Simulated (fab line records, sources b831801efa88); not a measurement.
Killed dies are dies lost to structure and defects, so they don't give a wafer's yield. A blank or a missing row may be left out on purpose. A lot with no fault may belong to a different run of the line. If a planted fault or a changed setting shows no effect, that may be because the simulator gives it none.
fab line records	flow sky130
[record] lots = 15	wafers = 45	last-day = 50
route steps=708 shown FIELD_ISO@1 DNWELL@41
lots that met no fault: taken from a fault-free run of the same line
start-h: start of the lot's first displayed wafer, in hours after the record's first day	wait-h: how many hours have passed since the lot's step before this one	" repeats the value in the row above	L1.1+2: a row that stands for several wafers	- no value present, or no start provided	* or withheld: withheld	< > ~ a bound
route shown NAME@n: a module of which the file shows steps, and the number in the route of the first	usual: the fault-free wafers' mean and standard deviation	same: alike in all rows	chamber/n: place in a boat	sites: the reading at each site	_std_site: standard deviation across them	_edge_site: outer sites' mean less inner sites'	radius-mm: how far each site lies from the wafer's centre	mask NAME#n: copy n	behind: the most recent tool/chamber to have shaped the wafer	hold: reason for holding the lot/hours on hold/outcome of the hold	device: whichever transistor did not switch (one of n, p or np)	end of line: tests of these same wafers at the route's end	a step without rows: its recipe alone	killed: dies that structure and defects cost at the first sort, which is not the same as the wafer's yield	map: a wafer's dies, marking killed ones x, the rest . and places with no die _
set.NAME: the setting that was run; set.NAME@STEP: the one run at that earlier step	model.NAME: the simulator's own value behind a step, which no gauge read
route steps across a sampled set of lots; one table per step, one row per wafer
services: a tool's chamber out of use, with start hour (start-h, from the record's first day; less than 0 if before it), hours out, and reason
[[steps]]
[step SKY_FIELD_ISO_BOW_MEAS_00]
[recipe] mode = bow
[usual] INCOMING_BOW = 0/5.7
lot.wafer	tool	chamber	start-h	wait-h	INCOMING_BOW[um]
L540.1	film-metro-01	-	15.00	-	8
L540.2	"	-	"	"	15
L540.6	"	-	"	"	-6
L541.4	film-metro-03	-	20.06	-	10
L541.5	"	-	"	"	-1
L541.6	"	-	"	"	-14
L542.3	film-metro-03	-	25.04	-	-10
L542.5	"	-	"	"	-1
L542.6	"	-	"	"	-2
L543.1	film-metro-03	-	30.00	-	6
L543.4	"	-	"	"	1
L543.6	"	-	"	"	0
L544.1	film-metro-01	-	35.00	-	7
L544.4	"	-	"	"	-6
L544.6	"	-	"	"	16
L545.1	film-metro-01	-	40.00	-	-5
L545.2	"	-	"	"	-1
L545.5	"	-	"	"	-6
L547.1	film-metro-01	-	50.00	-	2
L547.2	"	-	"	"	2
L547.5	"	-	"	"	-6
L548.3	film-metro-01	-	55.04	-	5
L548.4	"	-	"	"	0
L548.6	"	-	"	"	2
L555.2	film-metro-01	-	90.02	-	1
L555.4	"	-	"	"	-7
L555.5	"	-	"	"	0
L556.2	film-metro-01	-	95.02	-	0
L556.3	"	-	"	"	5
L556.5	"	-	"	"	8
L557.1	film-metro-02	-	100.00	-	-3
L557.2	"	-	"	"	-2
L557.6	"	-	"	"	-6
L558.3	film-metro-03	-	105.04	-	4
L558.4	"	-	"	"	-12
L558.6	"	-	"	"	-1
L559.1	film-metro-01	-	110.00	-	-9
L559.3	"	-	"	"	0
L559.6	"	-	"	"	4
L560.2	film-metro-01	-	115.02	-	3
L560.3	"	-	"	"	2
L560.4	"	-	"	"	-3
L562.3	film-metro-01	-	125.04	-	6
L562.4	"	-	"	"	-7
L562.5	"	-	"	"	7
[step SKY_FIELD_ISO_ETCH_17]
[recipe] target-depth-a = 3420	mask-material = Si3N4	chemistry = HBr/Cl2/O2	target = Si	taper-deg = 5	icp-w = 600	bias-w = 150	pressure-mtorr = 15	HBr_flow_sccm = 150	Cl2_flow_sccm = 40	O2_flow_sccm = 6	time-s = 97.7
[usual] HBr_flow_sccm = 150.0/0.41	drypump-motor-current-A = 5.6/0.44	oes-product-au = 1.001/0.01	throttle-valve-pct = 25.655/0.01
lot.wafer	tool	chamber	start-h	wait-h	HBr_flow_sccm	drypump-motor-current-A	oes-product-au	rf-hours-counter-h	throttle-valve-pct
L540.1	rie-si-02	0	37.82	0.1	150.0	4.8	1.009	156	25.643
L540.2	"	3	"	"	149.6	6.1	0.996	17	25.640
L540.6	"	2	"	"	150.0	5.9	0.988	-	25.669
L541.4	rie-si-02	1	44.01	0.0	149.3	5.4	1.010	91	25.649
L541.5	"	2	"	"	150.4	6.0	0.984	-	25.656
L541.6	"	3	"	"	149.8	6.1	1.009	-	25.657
L542.3	rie-si-01	1	47.46	0.0	151.2	5.8	0.993	92	25.656
L542.5	"	0	"	"	150.4	5.5	1.012	-	25.659
L542.6	"	1	"	"	150.4	5.8	0.991	-	25.668
L543.1	rie-si-01	0	51.55	0.1	150.0	5.5	1.004	91	25.662
L543.4	"	3	"	"	150.1	6.2	1.010	1	25.670
L543.6	"	1	"	"	150.0	5.8	0.996	-	25.656
L544.1	rie-si-02	3	54.95	0.1	150.0	6.0	1.000	17	25.655
L544.4	"	1	"	"	149.8	5.4	1.007	-	25.638
L544.6	"	2	"	"	149.9	5.9	0.997	-	25.653
L545.1	rie-si-01	2	61.41	0.1	150.5	5.2	0.995	82	25.649
L545.2	"	0	"	"	149.8	5.5	1.008	91	25.640
L545.5	"	3	"	"	150.6	6.2	1.002	-	25.659
L547.1	rie-si-01	3	72.46	0.1	149.8	6.3	0.997	1	25.666
L547.2	"	1	"	"	150.2	5.8	0.983	92	25.654
L547.5	"	3	"	"	149.9	6.3	1.001	-	25.653
L548.3	rie-si-01	2	78.56	0.0	149.5	5.2	1.007	82	25.662
L548.4	"	2	"	"	149.9	5.2	1.006	-	25.656
L548.6	"	1	"	"	149.9	5.8	0.985	-	25.653
L555.2	rie-si-01	2	114.17	0.1	149.9	5.2	1.015	82	25.661
L555.4	"	1	"	"	150.4	5.8	1.001	92	25.652
L555.5	"	2	"	"	150.2	5.2	1.012	-	25.651
L556.2	rie-si-02	2	118.10	0.1	150.6	5.9	0.999	110	25.674
L556.3	"	0	"	"	149.8	4.8	0.987	1	25.671
L556.5	"	2	"	"	149.8	5.9	0.998	-	25.668
L557.1	rie-si-01	2	122.12	0.1	150.2	5.3	1.012	82	25.659
L557.2	"	1	"	"	149.7	5.8	1.001	92	25.657
L557.6	"	1	"	"	149.8	5.7	0.997	-	25.662
L558.3	rie-si-02	1	128.72	0.0	150.2	5.4	1.008	92	25.650
L558.4	"	3	"	"	149.9	6.0	1.003	18	25.640
L558.6	"	0	"	"	149.9	4.8	1.000	-	25.637
L559.1	rie-si-02	0	135.06	0.1	149.3	4.8	0.995	1	25.648
L559.3	"	3	"	"	149.9	6.0	1.003	18	25.651
L559.6	"	0	"	"	150.5	4.8	0.978	-	25.664
L560.2	rie-si-01	2	138.97	0.1	149.6	5.2	1.004	83	25.657
L560.3	"	1	"	"	150.1	5.8	1.009	92	25.650
L560.4	"	3	"	"	150.7	6.2	1.001	2	25.640
L562.3	rie-si-01	3	149.77	0.0	150.3	6.3	1.003	2	25.635
L562.4	"	0	"	"	149.9	5.5	0.998	91	25.672
L562.5	"	2	"	"	150.1	5.2	0.994	-	25.667
[step SKY_FIELD_ISO_CMP_27]
[recipe] stop-on = Si3N4	t-overpolish-s = 16	down-force-psi = 4	platen-rpm = 60	target-thk-nm = 457.8	pad-velocity-m-s = 0.94248
[usual] motor-current-A = 12.0/1.1	overpolish-run-s = 16.002/0.0094	time-to-endpoint-s = 115/4.1
lot.wafer	tool	chamber	start-h	wait-h	motor-current-A	overpolish-run-s	time-to-endpoint-s
L540.2	cmp-02	0	41.06	0.0	11.6	16.001	113
L540.1	"	3	"	"	12.9	15.996	118
L540.6	"	0	"	"	11.2	16.008	117
L541.4	cmp-01	1	53.79	0.1	10.9	16.023	118
L541.6	"	0	"	"	12.1	16.011	118
L541.5	"	1	"	"	10.8	15.999	112
L542.3	cmp-02	0	53.89	0.1	11.1	16.004	122
L542.6	"	1	"	"	12.5	16.016	118
L542.5	"	2	"	"	13.1	16.011	120
L543.4	cmp-02	3	59.68	0.1	12.4	15.993	118
L543.1	"	1	"	"	12.4	15.992	117
L543.6	"	3	"	"	12.3	15.974	116
L544.1	cmp-02	1	61.34	0.0	12.7	16.001	117
L544.4	"	0	"	"	11.2	15.975	119
L544.6	"	2	"	"	13.8	15.988	126
L545.1	cmp-01	3	67.10	0.2	12.3	15.994	116
L545.2	"	1	"	"	10.9	16.010	120
L545.5	"	2	"	"	9.9	16.011	117
L547.1	cmp-02	0	80.11	0.1	11.4	16.008	114
L547.2	"	2	"	"	13.0	16.002	109
L547.5	"	0	"	"	11.4	16.009	109
L548.3	cmp-02	3	84.37	0.1	11.9	15.992	118
L548.4	"	1	"	"	12.4	16.009	113
L548.6	"	3	"	"	12.8	16.007	116
L555.4	cmp-01	1	119.34	0.0	10.9	16.001	112
L555.2	"	0	"	"	12.6	16.010	116
L555.5	"	2	"	"	9.4	15.997	115
L556.3	cmp-02	3	127.92	0.1	12.8	16.001	118
L556.2	"	0	"	"	11.5	15.985	108
L556.5	"	1	"	"	12.5	16.001	113
L557.1	cmp-01	2	132.24	0.0	9.5	16.010	116
L557.2	"	0	"	"	12.4	16.004	114
L557.6	"	2	"	"	9.5	16.007	115
L558.3	cmp-02	0	138.10	0.1	12.0	16.013	110
L558.4	"	2	"	"	12.1	15.987	110
L558.6	"	3	"	"	12.3	15.996	117
L559.3	cmp-01	0	142.17	0.1	12.2	16.000	111
L559.1	"	2	"	"	9.2	15.992	112
L559.6	"	0	"	"	12.7	16.016	114
L560.3	cmp-02	3	145.13	0.0	11.8	16.000	118
L560.2	"	0	"	"	11.8	15.997	116
L560.4	"	1	"	"	12.5	16.006	116
L562.3	cmp-02	3	157.66	0.1	11.9	16.011	120
L562.4	"	0	"	"	11.9	15.998	107
L562.5	"	3	"	"	12.3	16.011	118
[step SKY_DNWELL_DEVELOP_06]
[recipe] wall-angle-deg = 90	developer = TMAH	develop-time-s = 60	dev-temp-c = 23
[usual] chill-plate-temp-C = 23.01/0.091	develop-time-s = 60/0	exhaust-pa = 44.9/0.81
lot.wafer	tool	chamber	start-h	wait-h	chill-plate-temp-C	develop-time-s	exhaust-pa
L540.1	litho-track-04	0	60	-	23.06	60	46.0
L540.2	"	0	"	"	22.96	60	46.0
L540.6	"	0	"	"	23.09	60	45.8
L542.3	litho-track-02	0	72	-	23.06	60	44.8
L542.5	"	0	"	"	23.11	60	45.4
L542.6	"	0	"	"	23.10	60	46.1
L541.4	litho-track-04	0	73	-	22.90	60	45.2
L541.5	"	0	"	"	22.70	60	43.3
L541.6	"	0	"	"	22.88	60	44.0
L543.1	litho-track-02	0	79	-	23.03	60	43.2
L543.4	"	0	"	"	22.98	60	45.7
L543.6	"	0	"	"	23.08	60	44.2
L544.1	litho-track-03	0	81	-	23.02	60	43.2
L544.4	"	0	"	"	23.03	60	46.0
L544.6	"	0	"	"	23.09	60	45.7
L545.1	litho-track-04	0	86	-	23.03	60	45.4
L545.2	"	0	"	"	23.14	60	45.4
L545.5	"	0	"	"	23.06	60	45.4
L547.1	litho-track-02	0	101	-	22.96	60	45.0
L547.2	"	0	"	"	23.05	60	45.7
L547.5	"	0	"	"	23.03	60	46.1
L548.3	litho-track-04	0	105	-	23.06	60	45.5
L548.4	"	0	"	"	23.03	60	43.3
L548.6	"	0	106	-	23.13	60	44.8
L555.2	litho-track-04	-	145	-	-	-	-
L555.4	"	-	"	"	-	-	-
L555.5	"	-	"	"	-	-	-
L556.2	litho-track-03	-	151	-	-	-	-
L556.3	"	-	"	"	-	-	-
L556.5	"	-	"	"	-	-	-
L557.1	litho-track-03	-	156	-	-	-	-
L557.2	"	-	"	"	-	-	-
L557.6	"	-	"	"	-	-	-
L558.3	litho-track-04	0	159	-	23.17	60	44.4
L558.4	"	0	"	"	23.22	60	43.9
L558.6	"	0	"	"	22.99	60	43.9
L559.1	litho-track-02	0	166	-	22.91	60	43.7
L559.3	"	0	"	"	22.93	60	43.7
L559.6	"	0	"	"	22.92	60	43.6
L560.2	litho-track-02	0	167	-	23.10	60	45.0
L560.3	"	0	"	"	23.05	60	44.3
L560.4	"	0	"	"	22.91	60	45.6
L562.3	litho-track-04	0	182	-	23.10	60	44.3
L562.4	"	0	"	"	22.99	60	46.6
L562.5	"	0	"	"	23.01	60	45.7
[step SKY_DNWELL_TW_MEAS_09]
[usual] DNWELL_TW = 1107/11
lot.wafer	tool	chamber	start-h	wait-h	DNWELL_TW
L540.1	film-metro-03	-	60.65	0.1	1094
L540.2	"	-	"	"	1092
L540.6	"	-	"	"	1100
L542.3	film-metro-04	-	73.26	0.1	1114
L542.5	"	-	"	"	1118
L542.6	"	-	"	"	1121
L541.4	film-metro-04	-	73.73	0.1	1119
L541.5	"	-	"	"	1114
L541.6	"	-	"	"	1121
L543.1	film-metro-04	-	80.19	0.1	1118
L543.4	"	-	"	"	1123
L543.6	"	-	"	"	1120
L544.1	film-metro-01	-	82.05	0.1	1097
L544.4	"	-	"	"	1101
L544.6	"	-	"	"	1107
L545.1	film-metro-01	-	86.75	0.1	1097
L545.2	"	-	"	"	1098
L545.5	"	-	"	"	1104
L547.1	film-metro-01	-	101.84	0.1	1104
L547.2	"	-	"	"	1098
L547.5	"	-	"	"	1102
L548.3	film-metro-03	-	106.32	0.1	1092
L548.4	"	-	"	"	1098
L548.6	"	-	"	"	1095
L555.2	film-metro-01	-	146.10	0.1	30
L555.4	"	-	"	"	30
L555.5	"	-	"	"	30
L556.2	film-metro-04	-	152.06	0.1	30
L556.3	"	-	"	"	30
L556.5	"	-	"	"	30
L557.1	film-metro-01	-	157.00	0.1	30
L557.2	"	-	"	"	30
L557.6	"	-	"	"	30
L558.3	film-metro-01	-	160.11	0.1	1095
L558.4	"	-	"	"	1093
L558.6	"	-	"	"	1095
L559.1	film-metro-01	-	166.69	0.1	1099
L559.3	"	-	"	"	1105
L559.6	"	-	"	"	1096
L560.2	film-metro-04	-	168.15	0.1	1118
L560.3	"	-	"	"	1113
L560.4	"	-	"	"	1118
L562.3	film-metro-01	-	182.81	0.1	1111
L562.4	"	-	"	"	1109
L562.5	"	-	"	"	1113
[[services]]
tool	chamber	start-h	hours	kind
rie-si-02	-	42.44	0.4	repair
rie-si-02	2	51.32	3.0	repair
rie-si-02	0	51.45	5.5	repair
rie-si-02	0	56.92	-	clean
rie-si-02	0	56.92	10.6	scheduled-down
rie-si-02	0	56.92	10.6	vent-cycle
cmp-02	-	64.00	4.0	pm
rie-si-01	0	66.36	16.9	repair
cmp-02	-	68.00	-	consumable-replace:conditioner
cmp-02	-	68.00	-	consumable-replace:pad
rie-si-01	-	94.40	15.6	pm
cmp-02	-	105.32	8.6	pm
cmp-01	-	114.43	4.5	repair
cmp-02	-	114.64	2.4	repair
rie-si-01	0	121.37	4.6	repair
rie-si-01	3	124.45	3.1	repair
rie-si-02	3	145.25	2.1	repair
cmp-01	-	153.69	5.1	pm
[[key]]
[first-sign] step = SKY_DNWELL_DEVELOP_06	reading = tool-record	direction = missing
[effect] step = SKY_DNWELL_TW_MEAS_09	reading = DNWELL_TW	direction = down	sigmas = 94	usual = 1107	struck = 30
met-at SKY_DNWELL_DEVELOP_06
struck-lots L555,L556,L557
sort-left-out L555.2,L555.4,L555.5,L556.2,L556.3,L556.5,L557.1,L557.2,L557.6
tester-left-out L555,L556,L557
not-acting-at SKY_FIELD_ISO_BOW_MEAS_00,SKY_FIELD_ISO_ETCH_17,SKY_FIELD_ISO_CMP_27
onset-between 105 145
[fault] kind = skipped-step-whole	tool = litho-track-03,litho-track-04	chamber = -	onset-h = 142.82	steps = SKY_DNWELL_DEVELOP_06	scope = struck-lots-only
// tester-left-out: of these lots the tester's yield and bins aren't shown, on N5 and GAA mostly nor the transistor test; their killed dies are dies lost to structure and defects alone, not to doping, threshold or leakage, so they don't give the yield
// sort-left-out: the simulated sort isn't trusted on such a fault, so these wafers' sort isn't shown, and their yield isn't known
